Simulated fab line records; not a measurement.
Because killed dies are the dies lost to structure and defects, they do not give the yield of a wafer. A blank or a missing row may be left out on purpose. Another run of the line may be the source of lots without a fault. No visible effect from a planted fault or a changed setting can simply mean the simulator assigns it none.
One fault through the eyes of 2 desks / flow gf180mcu / every desk sees just its own numbers, and what lay behind them comes last

## FOR THE TOOL OWNER'S DESK: pvd_sputter-04
The tool's own readings at GF_V3_SPUTTER_21 (material Ti, target thk 15 nm, time 80.02 s): means of the sampled wafers that have a number, for each lot that ran on this tool. If a lot's mean is further than 4 standard deviations from the usual mean, the lot is out of limits and carries the mark OUT (the distance appears in the brackets).
Columns: A = cathode_dc_power_W at GF_V3_SPUTTER_21, usual 2500.0 W; B = throttle_valve_pct at GF_V3_SPUTTER_21, usual 30.2 %
lot=L538; first seen here=day 23 05:16; A=2500.1; B=29.2
lot=L539; first seen here=day 23 19:36; A=2499.5; B=30.1
lot=L540; first seen here=day 24 02:53; A=2499.7; B=30.9
lot=L542; first seen here=day 24 15:13; A=2500.5; B=29.3
lot=L543; first seen here=day 24 19:44; A=2500.1; B=29.4
lot=L545; first seen here=day 25 13:02; A=2500.1; B=29.1
lot=L546; first seen here=day 25 19:31; A=2500.2; B=30.9
lot=L555; first seen here=day 28 15:07; A=2332.2 (-99 or more) OUT; B=30.1
This desk's verdict: out of limits on L555, starting with L555 at day 28 15:07 (cathode_dc_power_W at GF_V3_SPUTTER_21). In limits: L538, L539, L540, L542, L543, L545, L546.

## THE METROLOGY DESK
Lot by lot, what the gauges showed, no matter which tool ran the lot: averages of those sampled wafers that carry a number. If a lot's mean is further than 4 standard deviations from the usual mean, the lot is out of limits and carries the mark OUT (the distance appears in the brackets).
Columns: A = M3_OVL at GF_M3_OVL_MEAS_15, usual 1 nm
lot=L536; first seen here=day 21 13:19; A=0
lot=L537; first seen here=day 21 23:58; A=-0
lot=L538; first seen here=day 22 03:58; A=2
lot=L539; first seen here=day 22 18:56; A=3
lot=L540; first seen here=day 23 01:31; A=-1
lot=L542; first seen here=day 23 14:05; A=3
lot=L543; first seen here=day 23 19:34; A=5
lot=L544; first seen here=day 24 09:47; A=7
lot=L545; first seen here=day 24 12:38; A=-0
lot=L546; first seen here=day 24 20:13; A=1
lot=L547; first seen here=day 25 06:13; A=-3
lot=L555; first seen here=day 27 17:11; A=-4
lot=L558; first seen here=day 28 14:40; A=3
This desk found nothing out of limits on any of the 13 lots.

## ALL TOGETHER
On L555, at day 28 15:07, an alarm was possible from the tool owner's desk.
At the metrology desk, nothing out of limits was observed.
The metrology desk has L555 on record, within its limits.
On pvd_sputter-04, each named lot ran GF_V3_SPUTTER_21.

## WHAT THE SIMULATOR HAD INSERTED
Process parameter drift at GF_V3_SPUTTER_21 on pvd_sputter-04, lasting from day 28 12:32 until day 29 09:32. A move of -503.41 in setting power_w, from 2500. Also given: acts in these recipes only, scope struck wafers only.
Struck lots among those shown: L555.
Hours from the fault's start to each desk's first reading out of limits: the tool owner's desk, 3.
